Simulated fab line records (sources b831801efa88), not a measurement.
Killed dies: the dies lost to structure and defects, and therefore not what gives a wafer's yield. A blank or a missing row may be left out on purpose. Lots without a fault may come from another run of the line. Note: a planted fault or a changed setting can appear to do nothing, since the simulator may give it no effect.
The tool behind it: which one? || flow gf180mcu || 12 lots, 36 wafers sampled, at 4 steps of a route of 602

## WHAT THE GAUGES READ, wafer by wafer
GF_HV_LDD_TW_MEAS_11. Usual: HV_LDD_TW typically reads 2413, with standard deviation 19.
{"lot": "L269", "measured": "day 10 16:33", "on": "film metro-02", "HV_LDD_TW": "2424 2406 2416", "flag": ""}
{"lot": "L270", "measured": "day 11 02:31", "on": "film metro-04", "HV_LDD_TW": "2431 2434 2417", "flag": ""}
{"lot": "L271", "measured": "day 11 09:15", "on": "film metro-02", "HV_LDD_TW": "2422 2411 2421", "flag": ""}
{"lot": "L272", "measured": "day 11 23:27", "on": "film metro-02", "HV_LDD_TW": "2425 2416 2422", "flag": ""}
{"lot": "L273", "measured": "day 12 09:36", "on": "film metro-03", "HV_LDD_TW": "2383 2392 2392", "flag": ""}
{"lot": "L274", "measured": "day 12 14:02", "on": "film metro-04", "HV_LDD_TW": "2437 2449 2455", "flag": ""}
{"lot": "L275", "measured": "day 12 20:43", "on": "film metro-04", "HV_LDD_TW": "2561 2562 2558", "flag": "OFF"}
{"lot": "L276", "measured": "day 13 03:51", "on": "film metro-03", "HV_LDD_TW": "2503 2514 2509", "flag": "OFF"}
{"lot": "L286", "measured": "day 16 04:42", "on": "film metro-03", "HV_LDD_TW": "2410 2412 2390", "flag": ""}
{"lot": "L287", "measured": "day 16 13:45", "on": "film metro-03", "HV_LDD_TW": "2401 2412 2407", "flag": ""}
{"lot": "L289", "measured": "day 17 00:26", "on": "film metro-02", "HV_LDD_TW": "2408 2416 2426", "flag": ""}
{"lot": "L288", "measured": "day 17 02:13", "on": "film metro-03", "HV_LDD_TW": "2417 2411 2405", "flag": ""}

GF_HV_LDD_RS_MEAS_53: measurement is done with a four-point probe. Usual: HV_LDD_RS typically reads 418.2 ohm/sq, with standard deviation 0.98.
{"lot": "L269", "measured": "day 13 01:34", "on": "film metro-02", "HV_LDD_RS (ohm/sq)": "416.9 417.5 418.6", "flag": ""}
{"lot": "L270", "measured": "day 13 12:11", "on": "film metro-03", "HV_LDD_RS (ohm/sq)": "417.4 417.9 418.8", "flag": ""}
{"lot": "L271", "measured": "day 13 20:19", "on": "film metro-03", "HV_LDD_RS (ohm/sq)": "417.8 417.7 418.5", "flag": ""}
{"lot": "L272", "measured": "day 14 11:45", "on": "film metro-02", "HV_LDD_RS (ohm/sq)": "417.5 417.1 417.6", "flag": ""}
{"lot": "L273", "measured": "day 14 22:35", "on": "film metro-03", "HV_LDD_RS (ohm/sq)": "417.4 416.7 416.9", "flag": ""}
{"lot": "L274", "measured": "day 15 04:22", "on": "film metro-02", "HV_LDD_RS (ohm/sq)": "418.6 418.0 418.1", "flag": ""}
{"lot": "L275", "measured": "day 15 12:12", "on": "film metro-03", "HV_LDD_RS (ohm/sq)": "414.8 415.0 414.3", "flag": "OFF"}
{"lot": "L276", "measured": "day 15 19:35", "on": "film metro-04", "HV_LDD_RS (ohm/sq)": "414.9 415.3 416.4", "flag": ""}
{"lot": "L286", "measured": "day 19 03:01", "on": "film metro-03", "HV_LDD_RS (ohm/sq)": "417.8 417.2 418.1", "flag": ""}
{"lot": "L287", "measured": "day 19 13:42", "on": "film metro-02", "HV_LDD_RS (ohm/sq)": "419.0 417.0 418.1", "flag": ""}
{"lot": "L289", "measured": "day 20 00:02", "on": "film metro-04", "HV_LDD_RS (ohm/sq)": "419.3 419.3 419.3", "flag": ""}
{"lot": "L288", "measured": "day 20 03:17", "on": "film metro-04", "HV_LDD_RS (ohm/sq)": "417.5 417.8 417.5", "flag": ""}

GF_V2_CD_MEAS_14: the cd target is 260 nm. Usual: cd nm at 260.3 nm, with a standard deviation of 1.2.
{"lot": "L269", "measured": "day 21 01:44", "on": "cd sem-02", "cd nm (nm)": "258.6 258.7 259.1", "flag": ""}
{"lot": "L270", "measured": "day 21 10:49", "on": "cd sem-01", "cd nm (nm)": "261.3 261.9 261.9", "flag": ""}
{"lot": "L271", "measured": "day 21 21:56", "on": "cd sem-02", "cd nm (nm)": "260.7 260.8 260.5", "flag": ""}
{"lot": "L272", "measured": "day 22 13:37", "on": "cd sem-01", "cd nm (nm)": "259.3 259.6 259.4", "flag": ""}
{"lot": "L273", "measured": "day 23 03:11", "on": "cd sem-02", "cd nm (nm)": "260.0 261.1 261.1", "flag": ""}
{"lot": "L274", "measured": "day 23 08:47", "on": "cd sem-01", "cd nm (nm)": "261.1 260.9 261.4", "flag": ""}
{"lot": "L275", "measured": "day 23 17:43", "on": "cd sem-01", "cd nm (nm)": "259.2 259.8 260.2", "flag": ""}
{"lot": "L276", "measured": "day 24 00:47", "on": "cd sem-02", "cd nm (nm)": "260.0 259.9 259.9", "flag": ""}
{"lot": "L286", "measured": "day 27 02:47", "on": "cd sem-02", "cd nm (nm)": "258.9 259.0 259.5", "flag": ""}
{"lot": "L287", "measured": "day 27 12:43", "on": "cd sem-02", "cd nm (nm)": "259.2 259.7 259.4", "flag": ""}
{"lot": "L289", "measured": "day 27 19:57", "on": "cd sem-02", "cd nm (nm)": "256.9 256.9 257.0", "flag": ""}
{"lot": "L288", "measured": "day 28 00:46", "on": "cd sem-02", "cd nm (nm)": "261.4 260.3 261.3", "flag": ""}

## WHICH TOOL RAN EACH LOT (tool, then ch and the chambers of the sampled wafers, then the start)
{"lot": "L269", "GF_HV_LDD_IMPLANT_09": "implanter-03 ch 0, day 10 16:18"}
{"lot": "L270", "GF_HV_LDD_IMPLANT_09": "implanter-02 ch 0, day 11 02:17"}
{"lot": "L271", "GF_HV_LDD_IMPLANT_09": "implanter-02 ch 0, day 11 09:00"}
{"lot": "L272", "GF_HV_LDD_IMPLANT_09": "implanter-02 ch 0, day 11 23:13"}
{"lot": "L273", "GF_HV_LDD_IMPLANT_09": "implanter-02 ch 0, day 12 09:21"}
{"lot": "L274", "GF_HV_LDD_IMPLANT_09": "implanter-04 ch 0, day 12 13:47"}
{"lot": "L275", "GF_HV_LDD_IMPLANT_09": "implanter-02 ch 0, day 12 20:28"}
{"lot": "L276", "GF_HV_LDD_IMPLANT_09": "implanter-02 ch 0, day 13 03:36"}
{"lot": "L286", "GF_HV_LDD_IMPLANT_09": "implanter-02 ch 0, day 16 04:27"}
{"lot": "L287", "GF_HV_LDD_IMPLANT_09": "implanter-02 ch 0, day 16 13:31"}
{"lot": "L289", "GF_HV_LDD_IMPLANT_09": "implanter-02 ch 0, day 17 00:13"}
{"lot": "L288", "GF_HV_LDD_IMPLANT_09": "implanter-04 ch 0, day 17 01:59"}
- GF_HV_LDD_IMPLANT_09

## WHAT THE TOOLS THEMSELVES READ (means of the sampled wafers that have a number; where no wafer has one, the mark that the record gives instead)
GF_HV_LDD_IMPLANT_09. Usual: beam energy keV at 40.000, with a standard deviation of 0.013.
{"lot": "L269", "tool": "implanter-03", "beam energy keV": 40.019, "flag": ""}
{"lot": "L270", "tool": "implanter-02", "beam energy keV": 40.017, "flag": ""}
{"lot": "L271", "tool": "implanter-02", "beam energy keV": 40.006, "flag": ""}
{"lot": "L272", "tool": "implanter-02", "beam energy keV": 39.994, "flag": ""}
{"lot": "L273", "tool": "implanter-02", "beam energy keV": 40.013, "flag": ""}
{"lot": "L274", "tool": "implanter-04", "beam energy keV": 39.975, "flag": ""}
{"lot": "L275", "tool": "implanter-02", "beam energy keV": 46.602, "flag": "OFF"}
{"lot": "L276", "tool": "implanter-02", "beam energy keV": 46.604, "flag": "OFF"}
{"lot": "L286", "tool": "implanter-02", "beam energy keV": 40.006, "flag": ""}
{"lot": "L287", "tool": "implanter-02", "beam energy keV": 40.010, "flag": ""}
{"lot": "L289", "tool": "implanter-02", "beam energy keV": 39.987, "flag": ""}
{"lot": "L288", "tool": "implanter-04", "beam energy keV": 40.008, "flag": ""}

## THE ANSWER, worked out from the rows above alone
Rule: a lot counts as off when the mean over its wafers that have a number is more than 3 standard deviations away from the usual mean. A lot without any number at a reading at which 4 lots or more have one is off too. All remaining lots with rows at the step are treated as sound. After the gauges, taken in route order, come the tools' own readings; for these a lot's mean is taken, as printed above. The first step at which some lot is off is used, and at that step the reading that is off furthest; a lot without a number counts as furthest.
Off: L275, L276, seen at GF_HV_LDD_TW_MEAS_11 (HV_LDD_TW).
A tool fits if, at a process step before that reading, it ran every lot that is off, and no sound lot after the first of them. Not tried: the gauges at GF_HV_LDD_TW_MEAS_11; whatever is off there is also off at GF_HV_LDD_IMPLANT_09, on other tools, and gauge error can't account for it. Of those tried, none fits.

## WHAT THE SIMULATOR HAD PUT IN
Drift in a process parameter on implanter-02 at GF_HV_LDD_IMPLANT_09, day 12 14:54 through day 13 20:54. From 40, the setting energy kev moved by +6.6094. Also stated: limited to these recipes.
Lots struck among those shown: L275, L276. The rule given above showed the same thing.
